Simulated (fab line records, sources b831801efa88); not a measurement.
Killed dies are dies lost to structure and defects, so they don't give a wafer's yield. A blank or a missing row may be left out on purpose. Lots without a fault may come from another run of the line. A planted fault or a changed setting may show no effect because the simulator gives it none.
fab line records | flow gf180mcu
record lots=13 wafers=39 last_day=34
route steps=602 shown MVSD@74 MVPSD@139 HV_LDD@233 SAB@275
lots that met no fault: from a run of the same line without faults
start_h: hours from the record's first day to the start of the lot's first wafer shown | wait_h: hours since the lot's step before | " the same as in the row above | L1.1+2: a row that stands for several wafers | - no value, or no start given | * or withheld: withheld | < > ~ a bound
route shown NAME@n: a module of which the file shows steps, and the number in the route of the first | usual: mean/standard deviation of fault-free wafers | same: alike in all rows | chamber/n: place in a boat | sites: the reading at each site | _std_site: their standard deviation | _edge_site: outer sites' mean less inner sites' | radius_mm: how far each site lies from the wafer's centre | mask NAME#n: copy n | behind: the tool/chamber that last shaped the wafer | hold: why the lot was held/for how many hours/how that ended | device: the transistor (n, p or np) that didn't switch | end of line: the same wafers' tests at the end of the route | a step without rows: its recipe alone | killed: dies lost to structure and defects at the first sort, not the wafer's yield | map: a wafer's dies, x killed, . not, _ none there
set.NAME: the setting as run; set.NAME@STEP: as run at that earlier step | model.NAME: the simulator's own value behind a step, which no gauge read
steps of the route over a sample of lots; a table a step, a row a wafer
services: from which hour (start_h, from the record's first day; less than 0 if before it) a tool's chamber was out of use, for how many hours, and why
## steps
# step GF_MVSD_IMPLANT_08
# recipe species=P energy_kev=400 dose_cm2=1.6e+13 tilt_deg=0
# usual beam_energy_keV=400.02/0.13 end_station_pressure_torr=5.07e-06/2.9e-07
# columns lot.wafer tool chamber start_h wait_h beam_energy_keV end_station_pressure_torr
L815.1 implanter-04 0 81.88 0.0 400.00 4.91e-06
L815.5 " 0 " " 399.95 4.78e-06
L815.6 " 0 " " 400.11 5.18e-06
L817.1 implanter-01 0 94.82 0.0 400.07 5.09e-06
L817.2 " 0 " " 399.97 4.82e-06
L817.5 " 0 " " 399.78 5.24e-06
L818.1 implanter-01 0 98.73 0.0 400.09 5.49e-06
L818.2 " 0 " " 400.14 5.28e-06
L818.3 " 0 " " 399.97 4.91e-06
L819.1 implanter-04 0 105.14 0.0 400.05 5.37e-06
L819.4 " 0 " " 400.23 4.85e-06
L819.5 " 0 " " 400.26 5.3e-06
L820.1 implanter-04 0 110.04 0.0 399.90 5.03e-06
L820.4 " 0 " " 399.91 4.93e-06
L820.6 " 0 " " 399.83 5.16e-06
L824.1 implanter-04 0 132.79 0.0 399.81 5.09e-06
L824.2 " 0 " " 399.93 5.14e-06
L824.3 " 0 " " 399.96 4.89e-06
L825.1 implanter-04 0 140.09 0.0 479.14 5.17e-06
L825.3 " 0 " " 479.11 5.52e-06
L825.5 " 0 " " 479.01 5.33e-06
L827.1 implanter-04 0 153.59 0.0 478.82 5.05e-06
L827.5 " 0 " " 478.85 5.24e-06
L827.6 " 0 " " 478.74 5.54e-06
L828.1 implanter-01 0 160.62 0.0 399.87 5.23e-06
L828.4 " 0 " " 400.11 5.02e-06
L828.5 " 0 " " 400.21 4.64e-06
L829.2 implanter-02 0 164.86 0.0 400.07 4.87e-06
L829.4 " 0 " " 399.99 5.4e-06
L829.5 " 0 " " 400.05 4.42e-06
L830.1 implanter-02 0 171.64 0.0 399.96 5.12e-06
L830.3 " 0 " " 399.94 4.74e-06
L830.5 " 0 " " 399.78 5.29e-06
L836.1 implanter-02 0 202.87 0.0 399.92 5e-06
L836.3 " 0 " " 400.10 4.68e-06
L836.6 " 0 " " 399.81 5.3e-06
L837.1 implanter-02 0 213.43 0.0 399.93 4.89e-06
L837.4 " 0 " " 399.93 5.21e-06
L837.5 " 0 " " 399.96 5.57e-06
# step GF_VT_IMPLANT_RS_MEAS_46
# recipe thk_meas_gauge=four-point-probe
# usual MVSD_RS=456.7/1.1
# columns lot.wafer tool chamber start_h wait_h MVSD_RS[ohm/sq]
L815.1 film_metro-04 - 155.85 0.1 458.9
L815.5 " - " " 457.7
L815.6 " - " " 458.8
L817.1 film_metro-02 - 171.75 0.1 455.6
L817.2 " - " " 456.4
L817.5 " - " " 457.8
L818.1 film_metro-02 - 175.00 0.1 455.9
L818.2 " - " " 456.7
L818.3 " - " " 457.2
L819.1 film_metro-01 - 182.59 0.2 456.2
L819.4 " - " " 455.9
L819.5 " - " " 457.0
L820.1 film_metro-01 - 188.35 0.1 458.3
L820.4 " - " " 456.5
L820.6 " - " " 456.8
L824.1 film_metro-01 - 217.20 0.1 454.7
L824.2 " - " " 454.6
L824.3 " - " " 454.3
L825.1 film_metro-01 - 225.29 0.1 440.8
L825.3 " - " " 441.0
L825.5 " - " " 442.7
L827.1 film_metro-01 - 240.61 0.1 440.4
L827.5 " - " " 442.5
L827.6 " - " " 441.0
L828.1 film_metro-02 - 248.04 0.1 458.2
L828.4 " - " " 457.6
L828.5 " - " " 459.1
L829.2 film_metro-04 - 254.26 0.1 458.7
L829.4 " - " " 459.2
L829.5 " - " " 459.2
L830.1 film_metro-02 - 261.40 0.1 457.4
L830.3 " - " " 457.0
L830.5 " - " " 456.7
L836.1 film_metro-02 - 296.95 0.1 456.5
L836.3 " - " " 456.5
L836.6 " - " " 457.0
L837.1 film_metro-01 - 309.04 0.1 457.7
L837.4 " - " " 456.8
L837.5 " - " " 456.9
# step GF_VT_IMPLANT_RS_MEAS_49
# recipe thk_meas_gauge=four-point-probe
# usual MVPSD_RS=1167.5/2.4
# columns lot.wafer tool chamber start_h wait_h MVPSD_RS[ohm/sq]
L815.1 film_metro-04 - 156.21 0.1 1165.1
L815.5 " - " " 1164.9
L815.6 " - " " 1165.3
L817.1 film_metro-02 - 172.11 0.1 1172.3
L817.2 " - " " 1168.7
L817.5 " - " " 1166.7
L818.1 film_metro-02 - 175.36 0.1 1168.1
L818.2 " - " " 1169.9
L818.3 " - " " 1168.0
L819.1 film_metro-01 - 182.95 0.1 1167.6
L819.4 " - " " 1163.0
L819.5 " - " " 1165.7
L820.1 film_metro-01 - 188.71 0.1 1168.3
L820.4 " - " " 1168.3
L820.6 " - " " 1166.6
L824.1 film_metro-01 - 217.56 0.1 1167.6
L824.2 " - " " 1168.7
L824.3 " - " " 1169.1
L825.1 film_metro-01 - 225.65 0.1 1165.5
L825.3 " - " " 1169.6
L825.5 " - " " 1167.4
L827.1 film_metro-01 - 240.97 0.1 1167.3
L827.5 " - " " 1170.6
L827.6 " - " " 1167.3
L828.1 film_metro-02 - 248.40 0.1 1169.5
L828.4 " - " " 1169.1
L828.5 " - " " 1170.2
L829.2 film_metro-04 - 254.62 0.1 1169.4
L829.4 " - " " 1171.1
L829.5 " - " " 1174.7
L830.1 film_metro-02 - 261.76 0.1 1170.1
L830.3 " - " " 1170.3
L830.5 " - " " 1169.0
L836.1 film_metro-02 - 297.31 0.1 1166.5
L836.3 " - " " 1165.6
L836.6 " - " " 1168.5
L837.1 film_metro-01 - 309.40 0.1 1166.7
L837.4 " - " " 1164.8
L837.5 " - " " 1167.0
# step GF_HV_LDD_THK_MEAS_57
# recipe reads=Si3N4_of_HV_LDD_CVD_56
# usual HV_LDD_CVD_56_THK=90.1/0.8
# columns lot.wafer tool chamber start_h wait_h HV_LDD_CVD_56_THK[nm]
L815.1 film_metro-02 - 271.96 0.0 90.6
L815.5 " - " " 90.2
L815.6 " - " " 90.1
L817.1 film_metro-02 - 293.56 0.0 88.9
L817.2 " - " " 90.1
L817.5 " - " " 89.1
L818.1 film_metro-04 - 297.05 0.0 90.7
L818.2 " - " " 91.0
L818.3 " - " " 90.9
L819.1 film_metro-02 - 306.13 0.0 90.5
L819.4 " - " " 90.2
L819.5 " - " " 90.2
L820.1 film_metro-04 - 311.06 0.0 90.9
L820.4 " - " " 90.6
L820.6 " - " " 90.7
L824.1 film_metro-01 - 347.45 0.0 90.4
L824.2 " - " " 90.1
L824.3 " - " " 90.0
L825.1 film_metro-01 - 358.04 0.0 89.8
L825.3 " - " " 89.4
L825.5 " - " " 89.3
L827.1 film_metro-02 - 378.33 0.0 90.2
L827.5 " - " " 90.3
L827.6 " - " " 90.5
L828.1 film_metro-01 - 389.19 0.0 90.6
L828.4 " - " " 90.4
L828.5 " - " " 90.7
L829.2 film_metro-01 - 393.46 0.0 91.7
L829.4 " - " " 91.7
L829.5 " - " " 91.5
L830.1 film_metro-01 - 399.31 0.0 90.4
L830.3 " - " " 90.4
L830.5 " - " " 90.2
L836.1 film_metro-02 - 449.65 0.0 89.2
L836.3 " - " " 89.0
L836.6 " - " " 89.0
L837.1 film_metro-01 - 457.01 0.0 90.4
L837.4 " - " " 90.5
L837.5 " - " " 91.0
# step GF_SAB_ETCH_11
# recipe chemistry=C4F8/O2/Ar mask_material=NOVOLAK target=SiO2 target_depth_nm=55 source_w=1500 bias_w=1200 pressure_mtorr=40 c4f8_flow_sccm=withheld O2_flow_sccm=6 Ar_flow_sccm=300 time_s=8.5
# usual oes_product_au=1.000/0.01
# columns lot.wafer tool chamber start_h wait_h oes_product_au rf_hours_counter_h
L815.1 rie_diel-04 2 334.39 0.0 0.976 0
L815.5 " 1 " " 1.002 -
L815.6 " 2 " " 0.980 -
L817.1 rie_diel-04 0 357.49 0.0 1.008 45
L817.2 " 3 " " 1.005 98
L817.5 " 0 " " 1.008 -
L818.1 rie_diel-02 1 360.90 0.0 0.992 114
L818.2 " 3 " " 1.008 68
L818.3 " 2 " " 0.994 2
L819.1 rie_diel-04 2 370.49 0.0 0.988 1
L819.4 " 3 " " 0.997 98
L819.5 " 3 " " 1.001 -
L820.1 rie_diel-03 3 376.05 0.0 0.978 1
L820.4 " 0 " " 1.004 35
L820.6 " 1 " " 1.004 -
L824.1 rie_diel-03 3 414.85 0.0 0.998 2
L824.2 " 1 " " 1.003 11
L824.3 " 2 " " 1.008 9
L825.1 rie_diel-03 1 426.89 0.0 1.016 12
L825.3 " 0 " " 0.994 36
L825.5 " 0 " " 0.996 -
L827.1 rie_diel-03 2 450.75 0.0 0.989 10
L827.5 " 2 " " 0.995 -
L827.6 " 1 " " 1.009 -
L828.1 rie_diel-03 0 462.15 0.0 0.998 37
L828.4 " 1 " " 1.010 12
L828.5 " 2 " " 0.996 -
L829.2 rie_diel-02 0 465.49 0.0 1.011 4
L829.4 " 1 " " 1.006 2
L829.5 " 1 " " 0.998 -
L830.1 rie_diel-02 2 471.65 0.0 0.994 5
L830.3 " 3 " " 1.011 70
L830.5 " 3 " " 1.009 -
L836.1 rie_diel-02 0 521.44 0.0 0.997 5
L836.3 " 3 " " 1.004 72
L836.6 " 1 " " 0.998 -
L837.1 rie_diel-03 0 529.80 0.0 0.995 39
L837.4 " 2 " " 0.994 12
L837.5 " 3 " " 1.001 -
## services
# columns tool chamber start_h hours kind
implanter-04 - 69.44 5.7 pm
rie_diel-04 3 78.03 8.1 repair
rie_diel-02 0 105.56 7.4 repair
implanter-01 - 110.72 1.4 repair
implanter-02 - 137.04 1.2 repair
rie_diel-04 - 162.50 1.0 repair
rie_diel-04 1 173.27 7.2 repair
implanter-01 - 187.46 37.3 pm
implanter-02 - 208.47 3.5 repair
rie_diel-02 3 252.65 18.7 repair
rie_diel-03 - 311.01 2.8 pm
rie_diel-02 3 326.32 9.7 repair
implanter-04 - 362.67 4.9 pm
rie_diel-02 3 377.70 7.8 repair
rie_diel-02 1 392.74 2.8 repair
implanter-02 - 408.84 2.3 repair
implanter-04 - 411.64 4.9 repair
rie_diel-03 3 427.50 4.2 repair
implanter-02 - 457.97 23.5 pm
implanter-04 - 458.14 4.9 repair
implanter-02 - 486.87 3.1 pm
rie_diel-03 - 506.17 0.4 repair
implanter-04 - 507.73 5.1 repair
rie_diel-03 2 508.69 7.9 repair
## key
first_sign step=GF_MVSD_IMPLANT_08 reading=beam_energy_keV direction=up sigmas=99+ usual=400.02 struck=478.94
effect step=GF_VT_IMPLANT_RS_MEAS_46 reading=MVSD_RS direction=down sigmas=14 usual=456.7 struck=441.4
met_at GF_MVSD_IMPLANT_08
struck_lots L825,L827
tester_left_out L825,L827
not_acting_at GF_VT_IMPLANT_RS_MEAS_49,GF_HV_LDD_THK_MEAS_57,GF_SAB_ETCH_11
onset_between 132.79 140.09
fault kind=process_parameter_drift tool=implanter-04 chamber=- onset_h=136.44 steps=GF_MVSD_IMPLANT_08 channel=energy_kev offset=78.968 shape=step end_h=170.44 acts_in=these_recipes_only stated=400
# tester_left_out: of these lots the tester's yield and bins aren't shown, on N5 and GAA mostly nor the transistor test; their killed dies are dies lost to structure and defects alone, not to doping, threshold or leakage, so they don't give the yield
